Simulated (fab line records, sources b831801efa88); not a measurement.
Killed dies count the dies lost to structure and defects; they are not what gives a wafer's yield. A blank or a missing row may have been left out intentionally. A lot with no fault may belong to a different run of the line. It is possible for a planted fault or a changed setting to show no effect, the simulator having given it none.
Which tool did it? || flow sky130 || 11 lots with 33 wafers sampled at 5 steps, on a route of 708 steps

WHAT THE GAUGES READ, wafer by wafer
SKY_POLY_GATE_THK_MEAS_21.
{"lot": "L784", "measured": "day 17 05:11", "on": "film metro-02", "POLY_GATE_OXIDATION_THK (nm)": "4.05 4.00 4.07"}
{"lot": "L787", "measured": "day 18 01:11", "on": "film metro-01", "POLY_GATE_OXIDATION_THK (nm)": "3.96 3.98 3.93"}
{"lot": "L788", "measured": "day 18 15:44", "on": "film metro-03", "POLY_GATE_OXIDATION_THK (nm)": "3.98 4.02 4.12"}
{"lot": "L789", "measured": "day 19 06:18", "on": "film metro-03", "POLY_GATE_OXIDATION_THK (nm)": "4.11 3.95 4.05"}
{"lot": "L797", "measured": "day 21 23:02", "on": "film metro-02", "POLY_GATE_OXIDATION_THK (nm)": "4.00 3.91 3.98"}
{"lot": "L799", "measured": "day 22 15:11", "on": "film metro-01", "POLY_GATE_OXIDATION_THK (nm)": "4.06 4.16 4.15"}
{"lot": "L800", "measured": "day 23 00:44", "on": "film metro-01", "POLY_GATE_OXIDATION_THK (nm)": "3.75 3.76 3.84"}
{"lot": "L801", "measured": "day 23 12:45", "on": "film metro-03", "POLY_GATE_OXIDATION_THK (nm)": "3.97 4.01 3.95"}
{"lot": "L803", "measured": "day 23 18:59", "on": "film metro-02", "POLY_GATE_OXIDATION_THK (nm)": "3.90 3.95 3.87"}
{"lot": "L804", "measured": "day 24 11:55", "on": "film metro-03", "POLY_GATE_OXIDATION_THK (nm)": "3.98 4.05 4.01"}
{"lot": "L805", "measured": "day 24 17:35", "on": "film metro-02", "POLY_GATE_OXIDATION_THK (nm)": "4.05 4.01 4.03"}

SKY_LDD_HVN_TW_MEAS_10.
{"lot": "L784", "measured": "day 21 02:34", "on": "film metro-03", "LDD_HVN_TW": "1439 1425 1437"}
{"lot": "L787", "measured": "day 22 00:10", "on": "film metro-03", "LDD_HVN_TW": "1444 1444 1445"}
{"lot": "L788", "measured": "day 22 13:25", "on": "film metro-02", "LDD_HVN_TW": "1549 1547 1550"}
{"lot": "L789", "measured": "day 23 03:38", "on": "film metro-03", "LDD_HVN_TW": "1530 1542 1550"}
{"lot": "L797", "measured": "day 25 19:44", "on": "film metro-02", "LDD_HVN_TW": "1460 1448 1453"}
{"lot": "L799", "measured": "day 26 11:54", "on": "film metro-02", "LDD_HVN_TW": "1443 1436 1437"}
{"lot": "L800", "measured": "day 26 20:14", "on": "film metro-02", "LDD_HVN_TW": "1429 1440 1428"}
{"lot": "L801", "measured": "day 27 08:31", "on": "film metro-02", "LDD_HVN_TW": "1448 1445 1452"}
{"lot": "L803", "measured": "day 27 13:26", "on": "film metro-01", "LDD_HVN_TW": "1439 1444 1442"}
{"lot": "L804", "measured": "day 28 05:33", "on": "film metro-01", "LDD_HVN_TW": "1440 1439 1430"}
{"lot": "L805", "measured": "day 28 11:18", "on": "film metro-03", "LDD_HVN_TW": "1445 1437 1440"}

WHICH TOOL RAN EACH LOT (tool, then ch and the chambers of the sampled wafers, then the start)
{"lot": "L784", "SKY_POLY_GATE_ETCH_17": "rie si-02 ch 1,2, day 17 02:30", "SKY_LDD_P_STRIP_10": "plasma asher-03 ch 1, day 19 18:46", "SKY_LDD_HVN_IMPLANT_08": "implanter-03 ch 0, day 21 02:19"}
{"lot": "L787", "SKY_POLY_GATE_ETCH_17": "rie si-01 ch 0,1,3, day 17 23:44", "SKY_LDD_P_STRIP_10": "plasma asher-04 ch 1, day 20 16:46", "SKY_LDD_HVN_IMPLANT_08": "implanter-02 ch 0, day 21 23:55"}
{"lot": "L788", "SKY_POLY_GATE_ETCH_17": "rie si-01 ch 0,1,3, day 18 14:17", "SKY_LDD_P_STRIP_10": "plasma asher-02 ch 0,1, day 21 07:07", "SKY_LDD_HVN_IMPLANT_08": "implanter-02 ch 0, day 22 13:11"}
{"lot": "L789", "SKY_POLY_GATE_ETCH_17": "rie si-01 ch 0,1,2, day 19 03:53", "SKY_LDD_P_STRIP_10": "plasma asher-04 ch 0,1, day 21 22:20", "SKY_LDD_HVN_IMPLANT_08": "implanter-02 ch 0, day 23 03:23"}
{"lot": "L797", "SKY_POLY_GATE_ETCH_17": "rie si-01 ch 1,2,3, day 21 21:30", "SKY_LDD_P_STRIP_10": "plasma asher-03 ch 0,1, day 24 13:46", "SKY_LDD_HVN_IMPLANT_08": "implanter-02 ch 0, day 25 19:29"}
{"lot": "L799", "SKY_POLY_GATE_ETCH_17": "rie si-01 ch 0,3, day 22 13:44", "SKY_LDD_P_STRIP_10": "plasma asher-04 ch 0,1, day 25 05:19", "SKY_LDD_HVN_IMPLANT_08": "implanter-04 ch 0, day 26 11:39"}
{"lot": "L800", "SKY_POLY_GATE_ETCH_17": "rie si-02 ch 0,1,3, day 22 22:32", "SKY_LDD_P_STRIP_10": "plasma asher-03 ch 1, day 25 14:56", "SKY_LDD_HVN_IMPLANT_08": "implanter-02 ch 0, day 26 19:59"}
{"lot": "L801", "SKY_POLY_GATE_ETCH_17": "rie si-01 ch 1,3, day 23 10:18", "SKY_LDD_P_STRIP_10": "plasma asher-03 ch 0,1, day 26 02:56", "SKY_LDD_HVN_IMPLANT_08": "implanter-02 ch 0, day 27 08:18"}
{"lot": "L803", "SKY_POLY_GATE_ETCH_17": "rie si-01 ch 1,2, day 23 17:32", "SKY_LDD_P_STRIP_10": "plasma asher-04 ch 0,1, day 26 08:19", "SKY_LDD_HVN_IMPLANT_08": "implanter-04 ch 0, day 27 13:11"}
{"lot": "L804", "SKY_POLY_GATE_ETCH_17": "rie si-02 ch 0,2,3, day 24 10:27", "SKY_LDD_P_STRIP_10": "plasma asher-04 ch 0,1, day 26 23:35", "SKY_LDD_HVN_IMPLANT_08": "implanter-04 ch 0, day 28 05:18"}
{"lot": "L805", "SKY_POLY_GATE_ETCH_17": "rie si-01 ch 2,3, day 24 16:08", "SKY_LDD_P_STRIP_10": "plasma asher-02 ch 0,1, day 27 05:14", "SKY_LDD_HVN_IMPLANT_08": "implanter-02 ch 0, day 28 11:03"}
- SKY_POLY_GATE_ETCH_17: etches poly-Si in HBr/Cl2, stops on SiO2, target depth 180 nm, time 70.5 s.
- SKY_LDD_P_STRIP_10: strips in O2/N2.
- SKY_LDD_HVN_IMPLANT_08

AS READ BY THE TOOLS THEMSELVES (means over the sampled wafers that have a number; for cases with no such wafer, the mark the record gives instead)
SKY_POLY_GATE_ETCH_17.
{"lot": "L784", "tool": "rie si-02", "chamber pressure mTorr (mTorr)": 10.007, "drypump motor current A (A)": 5.49, "he backside leak sccm (sccm)": 2.70, "oes product au (a.u.)": 0.987, "throttle valve pct (%)": 33.685}
{"lot": "L787", "tool": "rie si-01", "chamber pressure mTorr (mTorr)": 10.001, "drypump motor current A (A)": 5.97, "he backside leak sccm (sccm)": 2.75, "oes product au (a.u.)": 0.992, "throttle valve pct (%)": 33.680}
{"lot": "L788", "tool": "rie si-01", "chamber pressure mTorr (mTorr)": 10.009, "drypump motor current A (A)": 5.97, "he backside leak sccm (sccm)": 2.81, "oes product au (a.u.)": 0.991, "throttle valve pct (%)": 33.680}
{"lot": "L789", "tool": "rie si-01", "chamber pressure mTorr (mTorr)": 9.999, "drypump motor current A (A)": 5.93, "he backside leak sccm (sccm)": 2.94, "oes product au (a.u.)": 0.982, "throttle valve pct (%)": 33.689}
{"lot": "L797", "tool": "rie si-01", "chamber pressure mTorr (mTorr)": 9.998, "drypump motor current A (A)": 5.90, "he backside leak sccm (sccm)": 2.76, "oes product au (a.u.)": 0.984, "throttle valve pct (%)": 33.686}
{"lot": "L799", "tool": "rie si-01", "chamber pressure mTorr (mTorr)": 10.006, "drypump motor current A (A)": 5.87, "he backside leak sccm (sccm)": 2.80, "oes product au (a.u.)": 0.985, "throttle valve pct (%)": 33.684}
{"lot": "L800", "tool": "rie si-02", "chamber pressure mTorr (mTorr)": 10.005, "drypump motor current A (A)": 5.84, "he backside leak sccm (sccm)": 2.61, "oes product au (a.u.)": 0.983, "throttle valve pct (%)": 33.686}
{"lot": "L801", "tool": "rie si-01", "chamber pressure mTorr (mTorr)": 9.995, "drypump motor current A (A)": 5.94, "he backside leak sccm (sccm)": 2.84, "oes product au (a.u.)": 0.988, "throttle valve pct (%)": 33.683}
{"lot": "L803", "tool": "rie si-01", "chamber pressure mTorr (mTorr)": 9.995, "drypump motor current A (A)": 5.96, "he backside leak sccm (sccm)": 2.82, "oes product au (a.u.)": 0.989, "throttle valve pct (%)": 33.677}
{"lot": "L804", "tool": "rie si-02", "chamber pressure mTorr (mTorr)": 9.999, "drypump motor current A (A)": 5.74, "he backside leak sccm (sccm)": 2.91, "oes product au (a.u.)": 0.988, "throttle valve pct (%)": 33.687}
{"lot": "L805", "tool": "rie si-01", "chamber pressure mTorr (mTorr)": 10.007, "drypump motor current A (A)": 5.78, "he backside leak sccm (sccm)": 2.73, "oes product au (a.u.)": 0.977, "throttle valve pct (%)": 33.693}

SKY_LDD_P_STRIP_10.
{"lot": "L784", "tool": "plasma asher-03", "chamber pressure mTorr (mTorr)": 1500, "drypump motor current A (A)": 5.27, "oes product au (a.u.)": 0.713, "strip time to endpoint s (s)": 14.16}
{"lot": "L787", "tool": "plasma asher-04", "chamber pressure mTorr (mTorr)": 1498, "drypump motor current A (A)": 5.34, "oes product au (a.u.)": 0.721, "strip time to endpoint s (s)": 14.17}
{"lot": "L788", "tool": "plasma asher-02", "chamber pressure mTorr (mTorr)": 1500, "drypump motor current A (A)": 5.87, "oes product au (a.u.)": 0.716, "strip time to endpoint s (s)": 14.20}
{"lot": "L789", "tool": "plasma asher-04", "chamber pressure mTorr (mTorr)": 1502, "drypump motor current A (A)": 5.39, "oes product au (a.u.)": 0.713, "strip time to endpoint s (s)": 14.17}
{"lot": "L797", "tool": "plasma asher-03", "chamber pressure mTorr (mTorr)": 1499, "drypump motor current A (A)": 5.23, "oes product au (a.u.)": 0.712, "strip time to endpoint s (s)": 14.19}
{"lot": "L799", "tool": "plasma asher-04", "chamber pressure mTorr (mTorr)": 1500, "drypump motor current A (A)": 5.41, "oes product au (a.u.)": 0.718, "strip time to endpoint s (s)": 14.20}
{"lot": "L800", "tool": "plasma asher-03", "chamber pressure mTorr (mTorr)": 1501, "drypump motor current A (A)": 5.24, "oes product au (a.u.)": 0.716, "strip time to endpoint s (s)": 14.24}
{"lot": "L801", "tool": "plasma asher-03", "chamber pressure mTorr (mTorr)": 1500, "drypump motor current A (A)": 5.24, "oes product au (a.u.)": 0.715, "strip time to endpoint s (s)": 14.17}
{"lot": "L803", "tool": "plasma asher-04", "chamber pressure mTorr (mTorr)": 1501, "drypump motor current A (A)": 5.47, "oes product au (a.u.)": 0.719, "strip time to endpoint s (s)": 14.15}
{"lot": "L804", "tool": "plasma asher-04", "chamber pressure mTorr (mTorr)": 1501, "drypump motor current A (A)": 5.47, "oes product au (a.u.)": 0.716, "strip time to endpoint s (s)": 14.19}
{"lot": "L805", "tool": "plasma asher-02", "chamber pressure mTorr (mTorr)": 1500, "drypump motor current A (A)": 5.88, "oes product au (a.u.)": 0.715, "strip time to endpoint s (s)": 14.18}

SKY_LDD_HVN_IMPLANT_08.
{"lot": "L784", "tool": "implanter-03", "beam energy keV": 59.972, "tilt deg (degrees)": 40.001}
{"lot": "L787", "tool": "implanter-02", "beam energy keV": 59.999, "tilt deg (degrees)": 40.017}
{"lot": "L788", "tool": "implanter-02", "beam energy keV": 77.565, "tilt deg (degrees)": 39.975}
{"lot": "L789", "tool": "implanter-02", "beam energy keV": 77.554, "tilt deg (degrees)": 39.992}
{"lot": "L797", "tool": "implanter-02", "beam energy keV": 60.008, "tilt deg (degrees)": 40.011}
{"lot": "L799", "tool": "implanter-04", "beam energy keV": 60.009, "tilt deg (degrees)": 40.025}
{"lot": "L800", "tool": "implanter-02", "beam energy keV": 60.001, "tilt deg (degrees)": 40.009}
{"lot": "L801", "tool": "implanter-02", "beam energy keV": 60.005, "tilt deg (degrees)": 39.989}
{"lot": "L803", "tool": "implanter-04", "beam energy keV": 60.008, "tilt deg (degrees)": 40.007}
{"lot": "L804", "tool": "implanter-04", "beam energy keV": 59.995, "tilt deg (degrees)": 40.007}
{"lot": "L805", "tool": "implanter-02", "beam energy keV": 59.982, "tilt deg (degrees)": 39.984}

THE ANSWER, worked out from the rows above alone
Rule: the usual values come from the lots themselves. Put in order of their means at a reading, lots are off if they are a third of the lots or fewer, leave a main group of 4 or more, and stand apart from it by a gap of 3 or more times the standard deviation of the main group's means; of several such gaps the widest counts. If all means in a main group match to the digits the tables above print for the reading, that group is not used. Also off: a lot with no number at a reading for which 4 or more lots have one. Any other lot the step has rows for is counted as sound. After the gauges, taken in route order, come the tools' own readings; for these a lot's mean is taken, as printed above. The first step at which some lot is off is used, and at that step the reading that is off furthest; a lot without a number counts as furthest.
Off: L788, L789, at SKY_LDD_HVN_TW_MEAS_10 (LDD_HVN_TW). Main group: mean 1441, sd 6.5.
A tool fits if, at a process step before that reading, it ran every lot that is off, and no sound lot after the first of them. The gauges at SKY_LDD_HVN_TW_MEAS_10 aren't tried: what is off there is off at SKY_LDD_HVN_IMPLANT_08 too, on other tools, and a gauge's error can't cause that. None of those tried fits.

WHAT WAS PUT IN BY THE SIMULATOR
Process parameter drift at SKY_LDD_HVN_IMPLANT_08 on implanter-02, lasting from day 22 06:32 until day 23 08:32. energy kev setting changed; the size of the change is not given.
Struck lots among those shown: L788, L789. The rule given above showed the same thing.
